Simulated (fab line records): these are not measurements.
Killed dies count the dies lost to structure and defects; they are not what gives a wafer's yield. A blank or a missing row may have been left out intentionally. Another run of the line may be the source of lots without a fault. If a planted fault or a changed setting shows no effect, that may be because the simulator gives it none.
fab line records	flow gf180mcu
[record] lots = 24	wafers = 72	last_day = 34
route steps=602 shown V5@541 PASSIVATION@587
lots that met no fault: taken from a fault-free run of the same line
start_h: hours from the record's first day to the start of the lot's first wafer shown	wait_h: hours from the lot's prior step to this one	" same as the row above	L1.1+2: one row covering several wafers at once	- no value present, or no start provided	* or withheld: withheld	< > ~ a bound
route shown NAME@n: NAME is a module with steps in the file, n the number in the route of the first one	usual: mean/standard deviation taken from wafers without a fault	same: alike in all rows	chamber/n: place in a boat	sites: each site's reading	_std_site: standard deviation across them	_edge_site: mean of outer sites minus mean of inner sites	radius_mm: how far each site lies from the wafer's centre	mask NAME#n: copy n	behind: tool/chamber where the wafer was last shaped	hold: cause of the lot's hold/its duration in hours/its outcome	device: transistor that didn't switch, given as n, p or np	end of line: the tests these same wafers got at the end of their route	for a step that has no rows: nothing shown but its recipe	killed: dies lost to structure and defects at the first sort, not the wafer's yield	map: shows each die of a wafer: x if killed, . if not, _ if none is there
set.NAME: the run value of the setting; set.NAME@STEP: its run value at that earlier step	model.NAME: the simulator's own value behind a step, which no gauge read
one table for each step of the route and one row for each wafer, over a sample of lots
services: from which hour (start_h, from the record's first day; less than 0 if before it) a tool's chamber was out of use, for how many hours, and why
[[steps]]
[step GF_V5_THK_MEAS_01]
[recipe] reads = SiO2_of_V5_CVD_00
[usual] V5_CVD_00_THK = 299/3.2
lot.wafer	tool	chamber	start_h	wait_h	V5_CVD_00_THK[nm]
L074.3	film_metro-03	-	621.45	0.0	297
L074.4	"	-	"	"	296
L074.6	"	-	"	"	296
L075.1	film_metro-03	-	622.51	0.0	302
L075.2	"	-	"	"	301
L075.5	"	-	"	"	305
L076.2	film_metro-03	-	633.34	0.1	295
L076.5	"	-	"	"	294
L076.6	"	-	"	"	297
L077.2	film_metro-03	-	638.12	0.1	301
L077.3	"	-	"	"	300
L077.5	"	-	"	"	301
L078.1	film_metro-03	-	642.27	0.0	300
L078.4	"	-	"	"	298
L078.6	"	-	"	"	299
L079.3	film_metro-01	-	645.38	0.0	300
L079.4	"	-	"	"	299
L079.5	"	-	"	"	301
L080.1	film_metro-01	-	657.69	0.0	303
L080.5	"	-	"	"	301
L080.6	"	-	"	"	299
L081.2	film_metro-02	-	663.41	0.0	297
L081.3	"	-	"	"	297
L081.4	"	-	"	"	298
L082.3	film_metro-03	-	674.21	0.0	294
L082.4	"	-	"	"	296
L082.5	"	-	"	"	295
L083.1	film_metro-03	-	689.01	0.0	292
L083.2	"	-	"	"	300
L083.3	"	-	"	"	298
L084.2	film_metro-03	-	692.64	0.0	296
L084.3	"	-	"	"	294
L084.4	"	-	"	"	294
L085.1	film_metro-03	-	695.82	0.0	301
L085.4	"	-	"	"	300
L085.6	"	-	"	"	302
L086.1	film_metro-02	-	702.67	0.0	296
L086.3	"	-	"	"	298
L086.6	"	-	"	"	296
L087.1	film_metro-03	-	712.49	0.0	301
L087.5	"	-	"	"	301
L087.6	"	-	"	"	302
L088.3	film_metro-01	-	716.77	0.0	297
L088.4	"	-	"	"	298
L088.5	"	-	"	"	296
L089.2	film_metro-03	-	718.73	0.0	305
L089.4	"	-	"	"	298
L089.5	"	-	"	"	301
L090.1	film_metro-02	-	724.99	0.0	295
L090.2	"	-	"	"	299
L090.4	"	-	"	"	297
L091.1	film_metro-03	-	733.48	0.0	301
L091.2	"	-	"	"	304
L091.3	"	-	"	"	304
L092.1	film_metro-02	-	736.62	0.0	304
L092.2	"	-	"	"	303
L092.5	"	-	"	"	303
L093.2	film_metro-01	-	747.75	0.0	300
L093.3	"	-	"	"	300
L093.5	"	-	"	"	303
L094.1	film_metro-03	-	751.05	0.0	295
L094.2	"	-	"	"	297
L094.4	"	-	"	"	298
L095.1	film_metro-03	-	758.00	0.0	305
L095.2	"	-	"	"	301
L095.4	"	-	"	"	303
L096.2	film_metro-02	-	762.88	0.0	299
L096.3	"	-	"	"	300
L096.6	"	-	"	"	301
L097.1	film_metro-02	-	766.47	0.0	300
L097.2	"	-	"	"	302
L097.5	"	-	"	"	297
[step GF_V5_CVD_23]
[recipe] material = W	target_thk_nm = 350	time_s = 104.9	temp_c = 400	pressure_torr = 40
[usual] heater_power_w = 778/43
lot.wafer	tool	chamber	start_h	wait_h	heater_power_w
L074.3	cvd_w-01	0	643.37	0.1	831
L074.4	"	1	"	"	746
L074.6	"	1	"	"	723
L075.1	cvd_w-01	1	644.22	0.0	731
L075.2	"	0	"	"	833
L075.5	"	1	"	"	717
L076.2	cvd_w-02	0	655.10	0.0	781
L076.5	"	1	"	"	742
L076.6	"	0	"	"	805
L077.2	cvd_w-02	1	660.09	0.0	756
L077.3	"	0	"	"	773
L077.5	"	1	"	"	746
L078.1	cvd_w-02	1	664.27	0.0	726
L078.4	"	0	"	"	784
L078.6	"	1	"	"	746
L079.3	cvd_w-01	1	667.12	0.1	737
L079.4	"	0	"	"	836
L079.5	"	1	"	"	739
L080.1	cvd_w-02	1	678.76	0.0	718
L080.5	"	1	"	"	749
L080.6	"	0	"	"	785
L081.2	cvd_w-02	1	684.99	0.0	743
L081.3	"	1	"	"	731
L081.4	"	0	"	"	794
L082.3	cvd_w-02	0	695.17	0.1	789
L082.4	"	1	"	"	732
L082.5	"	0	"	"	782
L083.1	cvd_w-01	0	708.65	0.0	848
L083.2	"	1	"	"	749
L083.3	"	1	"	"	728
L084.2	cvd_w-01	1	712.58	0.0	755
L084.3	"	0	"	"	840
L084.4	"	1	"	"	749
L085.1	cvd_w-02	0	716.03	0.0	797
L085.4	"	1	"	"	747
L085.6	"	1	"	"	751
L086.1	cvd_w-01	1	722.25	0.0	736
L086.3	"	1	"	"	721
L086.6	"	0	"	"	823
L087.1	cvd_w-02	0	732.13	0.0	785
L087.5	"	1	"	"	737
L087.6	"	0	"	"	790
L088.3	cvd_w-01	0	735.69	0.1	822
L088.4	"	1	"	"	731
L088.5	"	1	"	"	739
L089.2	cvd_w-01	1	737.65	0.0	741
L089.4	"	0	"	"	819
L089.5	"	0	"	"	853
L090.1	cvd_w-01	1	744.04	0.0	742
L090.2	"	0	"	"	842
L090.4	"	0	"	"	836
L091.1	cvd_w-01	0	752.15	0.0	843
L091.2	"	1	"	"	746
L091.3	"	1	"	"	730
L092.1	cvd_w-01	1	755.38	0.0	744
L092.2	"	0	"	"	848
L092.5	"	0	"	"	842
L093.2	cvd_w-01	0	765.67	0.0	835
L093.3	"	1	"	"	748
L093.5	"	0	"	"	839
L094.1	cvd_w-02	0	768.66	0.0	783
L094.2	"	1	"	"	747
L094.4	"	1	"	"	760
L095.1	cvd_w-01	1	775.46	0.0	749
L095.2	"	0	"	"	829
L095.4	"	0	"	"	826
L096.2	cvd_w-02	1	780.60	0.0	745
L096.3	"	0	"	"	780
L096.6	"	1	"	"	747
L097.1	cvd_w-01	1	783.20	0.0	747
L097.2	"	0	"	"	850
L097.5	"	0	"	"	834
[step GF_V5_CMP_26]
[recipe] stop_on = SiO2	down_force_psi = 3.5	platen_rpm = 60	t_overpolish_s = 15	target_thk_nm = 0	pad_velocity_m_s = 0.94248
[usual] motor_current_A = 10.4/0.63	overpolish_run_s = 14.999/0.01	time_to_endpoint_s = 84.8/2.5
lot.wafer	tool	chamber	start_h	wait_h	motor_current_A	overpolish_run_s	time_to_endpoint_s
L074.4	cmp-01	3	643.72	0.1	10.0	15.008	84.5
L074.3	"	0	"	"	10.5	14.999	83.3
L074.6	"	2	"	"	9.7	14.991	85.5
L075.2	cmp-01	2	644.51	0.0	10.2	15.000	85.9
L075.1	"	1	"	"	11.0	14.984	84.9
L075.5	"	2	"	"	10.1	15.001	89.2
L076.2	cmp-01	3	655.47	0.1	9.3	14.995	83.8
L076.5	"	2	"	"	10.7	15.015	85.4
L076.6	"	3	"	"	9.6	15.003	82.7
L077.3	cmp-01	2	660.43	0.1	10.3	15.011	83.2
L077.2	"	0	"	"	10.4	15.001	82.7
L077.5	"	1	"	"	11.3	14.998	81.2
L078.1	cmp-02	3	665.03	0.1	11.5	14.999	79.2
L078.4	"	0	"	"	10.9	14.984	84.6
L078.6	"	2	"	"	10.2	14.985	80.1
L079.4	cmp-02	2	667.48	0.1	10.1	14.983	84.1
L079.3	"	3	"	"	10.8	15.005	82.3
L079.5	"	1	"	"	10.6	15.002	84.1
L080.1	cmp-02	2	679.10	0.1	10.7	14.985	86.4
L080.5	"	1	"	"	10.7	14.988	85.6
L080.6	"	2	"	"	10.2	15.004	83.7
L081.4	cmp-02	1	685.28	0.0	10.4	14.992	83.0
L081.2	"	2	"	"	10.2	15.000	81.9
L081.3	"	0	"	"	11.4	14.998	83.6
L082.3	cmp-01	2	695.47	0.1	9.9	14.996	85.4
L082.4	"	0	"	"	9.9	15.002	83.8
L082.5	"	1	"	"	10.5	15.010	85.2
L083.3	cmp-01	1	708.94	0.0	10.7	14.982	79.5
L083.2	"	3	"	"	9.8	15.004	86.5
L083.1	"	0	"	"	10.6	14.997	85.6
L084.4	cmp-02	2	712.94	0.1	10.2	15.004	83.1
L084.2	"	3	"	"	11.1	15.014	89.2
L084.3	"	0	"	"	11.0	15.011	90.9
L085.4	cmp-02	2	716.37	0.1	10.3	14.972	81.6
L085.1	"	3	"	"	11.2	15.006	87.6
L085.6	"	1	"	"	10.2	15.002	87.8
L086.1	cmp-01	2	722.59	0.1	9.8	14.999	84.1
L086.3	"	3	"	"	9.8	14.988	82.8
L086.6	"	2	"	"	9.9	14.995	82.1
L087.1	cmp-01	1	732.47	0.1	11.3	15.004	81.5
L087.5	"	0	"	"	10.2	14.994	84.2
L087.6	"	1	"	"	10.8	14.994	81.4
L088.4	cmp-01	1	736.04	0.1	11.1	14.991	86.5
L088.3	"	2	"	"	10.5	14.995	89.8
L088.5	"	3	"	"	9.9	14.975	87.2
L089.2	cmp-02	2	737.94	0.0	10.4	15.019	84.1
L089.4	"	3	"	"	11.4	14.993	87.7
L089.5	"	3	"	"	11.1	15.003	83.7
L090.2	cmp-01	1	744.34	0.0	10.8	15.014	84.4
L090.4	"	2	"	"	10.0	14.997	85.6
L090.1	"	3	"	"	9.9	14.976	83.9
L091.3	cmp-01	2	752.44	0.0	9.9	15.013	86.6
L091.1	"	0	"	"	10.2	14.998	85.3
L091.2	"	1	"	"	11.6	14.999	82.0
L092.1	cmp-02	0	755.79	0.2	11.7	14.995	89.2
L092.2	"	2	"	"	10.4	15.004	84.5
L092.5	"	3	"	"	10.2	15.006	85.9
L093.3	cmp-02	0	765.96	0.0	10.8	15.005	82.8
L093.2	"	2	"	"	10.5	14.990	80.7
L093.5	"	0	"	"	11.6	15.001	83.7
L094.1	cmp-01	0	768.95	0.1	10.4	15.016	84.6
L094.2	"	2	"	"	9.4	15.022	88.4
L094.4	"	3	"	"	9.3	15.004	86.5
L095.1	cmp-01	3	775.75	0.1	9.4	14.998	88.1
L095.2	"	0	"	"	10.0	15.012	84.4
L095.4	"	1	"	"	10.8	15.010	82.9
L096.2	cmp-01	3	780.89	0.0	9.2	15.011	84.7
L096.3	"	0	"	"	10.5	15.000	85.2
L096.6	"	3	"	"	9.9	15.008	88.2
L097.1	cmp-01	3	783.63	0.1	9.4	14.985	88.0
L097.2	"	1	"	"	11.0	14.994	87.9
L097.5	"	2	"	"	9.7	14.996	89.4
[step GF_PASSIVATION_CVD_00]
[recipe] material = SiO2	target_thk_nm = 1000	precursor = TEOS	temp_c = 400	time_s = 111.95	rf_w = 600
[usual] heater_power_w = 666/100
lot.wafer	tool	chamber	start_h	wait_h	heater_power_w
L074.3	pecvd-04	0	665.60	0.0	703
L074.4	"	2	"	"	606
L074.6	"	0	"	"	734
L075.1	pecvd-04	0	666.44	0.0	619
L075.2	"	1	"	"	644
L075.5	"	1	"	"	724
L076.2	pecvd-03	0	677.09	0.0	844
L076.5	"	0	"	"	799
L076.6	"	1	"	"	562
L077.2	pecvd-02	2	681.89	0.0	734
L077.3	"	0	"	"	532
L077.5	"	1	"	"	699
L078.1	pecvd-03	0	685.81	0.0	791
L078.4	"	2	"	"	703
L078.6	"	1	"	"	497
L079.3	pecvd-02	2	688.36	0.0	603
L079.4	"	0	"	"	418
L079.5	"	1	"	"	616
L080.1	pecvd-03	0	698.98	0.0	808
L080.5	"	1	"	"	503
L080.6	"	2	"	"	712
L081.2	pecvd-02	1	705.46	0.0	696
L081.3	"	0	"	"	443
L081.4	"	2	"	"	739
L082.3	pecvd-03	1	715.52	0.0	604
L082.4	"	1	"	"	620
L082.5	"	0	"	"	875
L083.1	pecvd-02	2	728.36	0.0	668
L083.2	"	1	"	"	738
L083.3	"	0	"	"	499
L084.2	pecvd-04	2	732.40	0.0	610
L084.3	"	1	"	"	697
L084.4	"	2	"	"	639
L085.1	pecvd-04	0	735.05	0.0	724
L085.4	"	0	"	"	595
L085.6	"	2	"	"	691
L086.1	pecvd-03	2	741.72	0.0	753
L086.3	"	0	"	"	852
L086.6	"	0	"	"	718
L087.1	pecvd-02	2	751.40	0.0	604
L087.5	"	1	"	"	599
L087.6	"	0	"	"	418
L088.3	pecvd-03	1	754.63	0.0	532
L088.4	"	2	"	"	711
L088.5	"	0	"	"	706
L089.2	pecvd-04	2	756.08	0.0	667
L089.4	"	0	"	"	662
L089.5	"	2	"	"	531
L090.1	pecvd-03	0	762.50	0.0	771
L090.2	"	2	"	"	750
L090.4	"	2	"	"	607
L091.1	pecvd-03	1	770.08	0.0	553
L091.2	"	0	"	"	826
L091.3	"	2	"	"	758
L092.1	pecvd-04	2	773.48	0.0	599
L092.2	"	0	"	"	688
L092.5	"	2	"	"	634
L093.2	pecvd-03	0	782.77	0.0	885
L093.3	"	1	"	"	572
L093.5	"	1	"	"	608
L094.1	pecvd-03	1	786.37	0.0	579
L094.2	"	0	"	"	734
L094.4	"	0	"	"	817
L095.1	pecvd-04	1	792.75	0.0	744
L095.2	"	2	"	"	627
L095.4	"	1	"	"	770
L096.2	pecvd-03	1	797.53	0.0	585
L096.3	"	2	"	"	620
L096.6	"	0	"	"	835
L097.1	pecvd-03	1	799.66	0.0	590
L097.2	"	2	"	"	769
L097.5	"	1	"	"	605
[step GF_PASSIVATION_THK_MEAS_01]
[recipe] reads = SiO2_of_PASSIVATION_CVD_00
[usual] PASSIVATION_CVD_00_THK = 1005/11
lot.wafer	tool	chamber	start_h	wait_h	PASSIVATION_CVD_00_THK[nm]
L074.3	film_metro-02	-	665.70	0.1	996
L074.4	"	-	"	"	1001
L074.6	"	-	"	"	1005
L075.1	film_metro-01	-	666.52	0.0	1003
L075.2	"	-	"	"	1001
L075.5	"	-	"	"	1012
L076.2	film_metro-04	-	677.22	0.1	993
L076.5	"	-	"	"	1017
L076.6	"	-	"	"	1023
L077.2	film_metro-01	-	681.98	0.0	990
L077.3	"	-	"	"	978
L077.5	"	-	"	"	997
L078.1	film_metro-01	-	685.89	0.0	998
L078.4	"	-	"	"	1018
L078.6	"	-	"	"	1006
L079.3	film_metro-04	-	688.46	0.1	992
L079.4	"	-	"	"	998
L079.5	"	-	"	"	1002
L080.1	film_metro-02	-	699.06	0.0	992
L080.5	"	-	"	"	1012
L080.6	"	-	"	"	1013
L081.2	film_metro-02	-	705.55	0.0	990
L081.3	"	-	"	"	999
L081.4	"	-	"	"	1023
L082.3	film_metro-01	-	715.62	0.1	1013
L082.4	"	-	"	"	1029
L082.5	"	-	"	"	1012
L083.1	film_metro-04	-	728.44	0.0	1000
L083.2	"	-	"	"	984
L083.3	"	-	"	"	987
L084.2	film_metro-04	-	732.49	0.0	995
L084.3	"	-	"	"	993
L084.4	"	-	"	"	1005
L085.1	film_metro-01	-	735.13	0.0	1003
L085.4	"	-	"	"	1021
L085.6	"	-	"	"	1021
L086.1	film_metro-04	-	741.80	0.0	998
L086.3	"	-	"	"	1009
L086.6	"	-	"	"	1011
L087.1	film_metro-01	-	751.47	0.0	993
L087.5	"	-	"	"	1001
L087.6	"	-	"	"	1004
L088.3	film_metro-02	-	754.73	0.1	995
L088.4	"	-	"	"	1020
L088.5	"	-	"	"	1022
L089.2	film_metro-01	-	756.17	0.0	1001
L089.4	"	-	"	"	1017
L089.5	"	-	"	"	1020
L090.1	film_metro-04	-	762.58	0.0	1003
L090.2	"	-	"	"	1006
L090.4	"	-	"	"	1012
L091.1	film_metro-04	-	770.16	0.0	996
L091.2	"	-	"	"	998
L091.3	"	-	"	"	1001
L092.1	film_metro-01	-	773.56	0.0	995
L092.2	"	-	"	"	988
L092.5	"	-	"	"	998
L093.2	film_metro-04	-	782.86	0.0	994
L093.3	"	-	"	"	996
L093.5	"	-	"	"	1020
L094.1	film_metro-01	-	786.49	0.1	1001
L094.2	"	-	"	"	998
L094.4	"	-	"	"	1008
L095.1	film_metro-01	-	792.83	0.0	987
L095.2	"	-	"	"	996
L095.4	"	-	"	"	1005
L096.2	film_metro-02	-	797.61	0.0	1006
L096.3	"	-	"	"	989
L096.6	"	-	"	"	1009
L097.1	film_metro-02	-	799.73	0.0	1004
L097.2	"	-	"	"	987
L097.5	"	-	"	"	1015
[step GF_PASSIVATION_STRIP_12]
[recipe] chemistry = O2/N2	power_w = 1400	pressure_mtorr = 1500	platen_temp_c = 250	o2_flow_sccm = 3000	n2_flow_sccm = 300	overash_fraction = 0.5
[usual] drypump_motor_current_A = 5.5/0.55	heater_power_w = 340/23	oes_product_au = 0.718/0.0046	strip_time_to_endpoint_s = 32.97/0.18
lot.wafer	tool	chamber	start_h	wait_h	drypump_motor_current_A	heater_power_w	oes_product_au	rf_hours_counter_h	strip_time_to_endpoint_s
L074.3	plasma_asher-03	1	685.83	0.2	5.5	328	0.711	-	33.21
L074.4	"	0	"	"	6.2	314	0.716	-	33.08
L074.6	"	0	"	"	6.2	319	0.713	-	33.25
L075.1	plasma_asher-03	1	686.43	0.1	5.5	314	0.706	60	33.10
L075.2	"	0	"	"	6.2	320	0.720	60	33.01
L075.5	"	0	"	"	6.2	307	0.719	-	33.01
L076.2	plasma_asher-02	0	696.64	0.1	5.1	361	0.714	107	32.60
L076.5	"	1	"	"	4.6	340	0.722	-	32.80
L076.6	"	0	"	"	5.1	356	0.719	-	33.03
L077.2	plasma_asher-03	0	701.69	0.1	6.2	306	0.714	62	33.16
L077.3	"	0	"	"	6.2	309	0.716	-	32.85
L077.5	"	1	"	"	5.5	331	0.710	-	33.25
L078.1	plasma_asher-02	1	704.92	0.1	4.6	344	0.717	108	33.36
L078.4	"	0	"	"	5.1	352	0.715	-	33.25
L078.6	"	0	"	"	5.1	355	0.713	-	33.06
L079.3	plasma_asher-03	0	707.92	0.2	6.2	309	0.726	-	32.71
L079.4	"	1	"	"	5.5	328	0.711	-	33.10
L079.5	"	0	"	"	6.2	316	0.722	-	32.96
L080.1	plasma_asher-03	1	718.19	0.1	5.5	332	0.719	65	32.89
L080.5	"	1	"	"	5.5	325	0.723	-	33.23
L080.6	"	0	"	"	6.2	306	0.726	-	32.65
L081.2	plasma_asher-03	1	723.64	0.1	5.5	326	0.719	65	33.21
L081.3	"	1	"	"	5.5	331	0.720	-	33.18
L081.4	"	0	"	"	6.2	310	0.710	-	33.06
L082.3	plasma_asher-02	0	733.42	0.2	5.1	338	0.724	-	33.10
L082.4	"	1	"	"	4.7	350	0.718	-	33.22
L082.5	"	0	"	"	5.1	349	0.723	-	33.24
L083.1	plasma_asher-02	0	746.18	0.1	5.1	357	0.712	0	32.79
L083.2	"	1	"	"	4.6	345	0.726	0	33.05
L083.3	"	0	"	"	5.1	357	0.720	-	33.14
L084.2	plasma_asher-03	1	750.22	0.1	5.5	325	0.725	69	33.40
L084.3	"	0	"	"	6.2	312	0.717	-	33.10
L084.4	"	1	"	"	5.5	337	0.725	-	33.07
L085.1	plasma_asher-02	1	753.12	0.1	4.6	333	0.718	1	32.60
L085.4	"	0	"	"	5.1	353	0.716	-	32.88
L085.6	"	0	"	"	5.1	352	0.721	-	32.60
L086.1	plasma_asher-01	1	759.54	0.1	5.1	386	0.717	91	32.54
L086.3	"	1	"	"	5.1	389	0.715	-	32.86
L086.6	"	1	"	"	5.1	388	0.714	-	32.84
L087.1	plasma_asher-01	0	768.42	0.1	6.1	333	0.717	92	32.83
L087.5	"	0	"	"	6.1	339	0.726	-	32.73
L087.6	"	1	"	"	5.1	383	0.717	-	32.98
L088.3	plasma_asher-01	0	771.37	0.2	6.1	328	0.715	-	33.15
L088.4	"	1	"	"	5.1	386	0.722	-	32.94
L088.5	"	0	"	"	6.1	336	0.721	-	33.06
L089.2	plasma_asher-01	0	773.18	0.1	6.1	336	0.719	92	32.65
L089.4	"	1	"	"	5.1	381	0.719	-	32.75
L089.5	"	1	"	"	5.1	388	0.717	-	32.47
L090.1	plasma_asher-02	0	778.97	0.1	5.1	363	0.718	4	32.99
L090.2	"	1	"	"	4.6	344	0.716	4	32.90
L090.4	"	0	"	"	5.1	352	0.716	-	33.05
L091.1	plasma_asher-01	1	786.42	0.1	5.1	386	0.714	94	33.14
L091.2	"	0	"	"	6.1	323	0.721	94	33.05
L091.3	"	0	"	"	6.1	339	0.720	-	32.87
L092.1	plasma_asher-03	0	789.42	0.1	6.2	319	0.719	73	33.09
L092.2	"	1	"	"	5.5	328	0.718	73	32.78
L092.5	"	1	"	"	5.5	318	0.729	-	33.08
L093.2	plasma_asher-03	1	798.57	0.1	5.5	324	0.720	74	32.96
L093.3	"	1	"	"	5.5	327	0.716	-	32.98
L093.5	"	1	"	"	5.5	317	0.718	-	33.08
L094.1	plasma_asher-01	1	802.37	0.1	5.1	386	0.719	95	32.66
L094.2	"	0	"	"	6.1	330	0.728	95	32.77
L094.4	"	0	"	"	6.1	342	0.720	-	32.99
L095.1	plasma_asher-01	1	808.47	0.1	5.1	386	0.718	96	32.81
L095.2	"	0	"	"	6.1	329	0.722	96	32.78
L095.4	"	0	"	"	6.1	329	0.721	-	32.72
L096.2	plasma_asher-02	1	812.62	0.1	4.7	347	0.712	7	32.88
L096.3	"	0	"	"	5.1	351	0.712	-	32.79
L096.6	"	1	"	"	4.7	342	0.721	-	32.80
L097.1	plasma_asher-03	1	815.02	0.1	5.5	334	0.719	76	32.74
L097.2	"	0	"	"	6.2	319	0.721	76	33.00
L097.5	"	1	"	"	5.5	330	0.717	-	32.82
[[services]]
tool	chamber	start_h	hours	kind
cmp-02	-	623.25	0.5	repair
pecvd-02	-	641.55	1.6	repair
plasma_asher-01	-	642.30	1.0	repair
cmp-02	-	650.28	0.6	repair
cvd_w-01	-	659.11	3.8	pm
cmp-01	-	668.33	0.9	repair
pecvd-03	2	672.87	4.8	repair
pecvd-04	0	684.83	13.9	repair
cmp-01	-	688.52	0.2	repair
plasma_asher-01	-	689.89	22.6	pm
pecvd-02	0	708.15	2.7	repair
plasma_asher-02	-	717.61	0.7	repair
cvd_w-01	1	718.59	1.8	repair
plasma_asher-01	-	723.17	14.7	repair
plasma_asher-02	-	733.75	9.0	pm
cmp-02	-	734.57	2.4	repair
cvd_w-01	1	746.54	4.9	repair
cmp-01	-	754.06	4.0	pm
pecvd-03	2	784.03	9.9	repair
cmp-01	-	790.70	2.3	repair
cmp-01	-	791.00	1.6	repair
cmp-01	-	793.54	1.6	repair
cmp-02	-	795.43	1.5	repair
pecvd-04	-	799.38	14.0	pm
[[key]]
fault none
